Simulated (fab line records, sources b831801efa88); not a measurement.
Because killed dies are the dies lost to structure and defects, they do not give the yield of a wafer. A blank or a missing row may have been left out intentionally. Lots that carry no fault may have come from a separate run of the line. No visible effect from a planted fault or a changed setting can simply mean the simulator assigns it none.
Split-lot trial -- flow sky130 -- 23 wafers read from 5 lots, route of 708 steps

== ON THE SPLIT ==
At SKY_FIELD_ISO_CVD_03 (deposits Si3N4 from DCS/NH3, target thk 165 nm, time 2830 s), the setting tempC was moved away from the recipe's 770 C on 15 of the 23 wafers read, by +0.9% to +2.8%. All remaining wafers had this setting at the recipe value.

Between the split and the reading, the file records no step.

== THE READING ==
FIELD_ISO_CVD_03_THK in nanometres, read at SKY_FIELD_ISO_THK_MEAS_04. Typical for fault-free wafers on this fab line: 166.2 nm, with standard deviation 1.3 nm.

wafer,"tool, chamber at the split","tempC as run, C",against the recipe,"FIELD_ISO_CVD_03_THK, nm",against lot-mates on the recipe
L075.1,"-, -",777.1,+0.9%,192.5,no lot-mate on the recipe
L075.2,"-, -",777.1,+0.9%,192.4,no lot-mate on the recipe
L075.4,"-, -",777.1,+0.9%,190.3,no lot-mate on the recipe
L075.5,"-, -",777.1,+0.9%,190.4,no lot-mate on the recipe
L075.6,"-, -",777.1,+0.9%,192.6,no lot-mate on the recipe
L076.2,"lpcvd-02, 0",770,recipe,166.2,-
L076.5,"lpcvd-02, 0",770,recipe,166.2,-
L076.6,"lpcvd-02, 0",770,recipe,164.8,-
L081.1,"-, -",783.1,+1.7%,213.7,no lot-mate on the recipe
L081.2,"-, -",783.1,+1.7%,214.9,no lot-mate on the recipe
L081.3,"-, -",783.1,+1.7%,214.4,no lot-mate on the recipe
L081.4,"-, -",783.1,+1.7%,213.7,no lot-mate on the recipe
L081.5,"-, -",783.1,+1.7%,213.0,no lot-mate on the recipe
L083.1,"-, -",791.2,+2.8%,247.4,no lot-mate on the recipe
L083.2,"-, -",791.2,+2.8%,247.3,no lot-mate on the recipe
L083.3,"-, -",791.2,+2.8%,246.0,no lot-mate on the recipe
L083.4,"-, -",791.2,+2.8%,247.5,no lot-mate on the recipe
L083.6,"-, -",791.2,+2.8%,246.3,no lot-mate on the recipe
L085.1,"-, -",770,recipe,168.1,-
L085.3,"-, -",770,recipe,168.5,-
L085.4,"-, -",770,recipe,167.8,-
L085.5,"-, -",770,recipe,167.6,-
L085.6,"-, -",770,recipe,168.3,-

FIT RESULTS
A straight line over all 23 wafers: FIELD_ISO_CVD_03_THK changes by +28.8 nm for each +1% of tempC; r = +1.00; the points scatter about the line by 1.6 nm.
Too few moved wafers with a lot-mate on the recipe to fit a line net of each lot's own level.

== THE WHOLE CHAIN: every reading that the file lists as answering this split, in the file's order ==
step,what it does,reading,change (the file's fit),r (the file's)
SKY_FIELD_ISO_CVD_03,"deposits Si3N4 from DCS/NH3, target thk 165 nm, time 2830 s","Si3N4_of_FIELD_ISO_CVD_03.thkNm (the simulator's own value, which no gauge read)",+28.8 nm for each +1% of the setting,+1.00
SKY_FIELD_ISO_THK_MEAS_04,,FIELD_ISO_CVD_03_THK,+28.8 for each +1% of the setting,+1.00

== THE FILE'S OWN FIT ==
FIELD_ISO_CVD_03_THK changes by +28.8 nm for each +1% of tempC, r = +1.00.
